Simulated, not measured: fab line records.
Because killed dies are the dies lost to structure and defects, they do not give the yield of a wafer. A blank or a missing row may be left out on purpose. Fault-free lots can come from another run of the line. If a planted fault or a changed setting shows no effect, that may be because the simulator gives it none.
Chamber matching	flow gf180mcu	4 sister chambers for GF_V5_CMP_26 on cmp-02
The step polishes, stops on SiO2, t overpolish 15 s, target thk 0 nm. 4 wafers are shown with their chamber, then 7 later ones without.

WAFERS, EACH WITH ITS CHAMBER
wafer	chamber	motorCurrentA (A)
L598.2	1	10.5
L604.1	3	10.5
L604.4	0	11.0
L607.1	2	10.4

WAFERS WITH NO CHAMBER GIVEN
wafer	motorCurrentA (A)
L607.2	9.9
L607.5	10.4
L608.4	11.0
L608.6	10.4
L612.4	10.4
L612.5	10.4
L612.6	9.7

EACH ONE'S CHAMBER
wafer	from the rows above	in truth
L607.2	can't be placed: 2 or 1 or 3 or 0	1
L607.5	can't be placed: 2 or 1 or 3 or 0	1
L608.4	can't be placed: 0 or 1 or 3 or 2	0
L608.6	can't be placed: 2 or 1 or 3 or 0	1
L612.4	can't be placed: 2 or 1 or 3 or 0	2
L612.5	can't be placed: 2 or 1 or 3 or 0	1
L612.6	can't be placed: 2 or 1 or 3 or 0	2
Correctly placed: 0 of 7. Not placeable from these rows: 7 (in 7, the candidates include the true chamber). 0 placed wrongly.
How it was worked out, from the rows above alone: a wafer's distance from a chamber is the root of the sum, over the readings, of the square of ((its reading less the chamber's mean) divided by the reading's scatter). If the next closest chamber is less than 2 further off than the closest, the wafer can't be placed; otherwise it belongs to the closest. For every chamber, the mean is computed from those of its wafers that are shown. The scatter: root of mean squared gap, hidden wafer to nearest shown wafer, with one shown wafer a chamber.
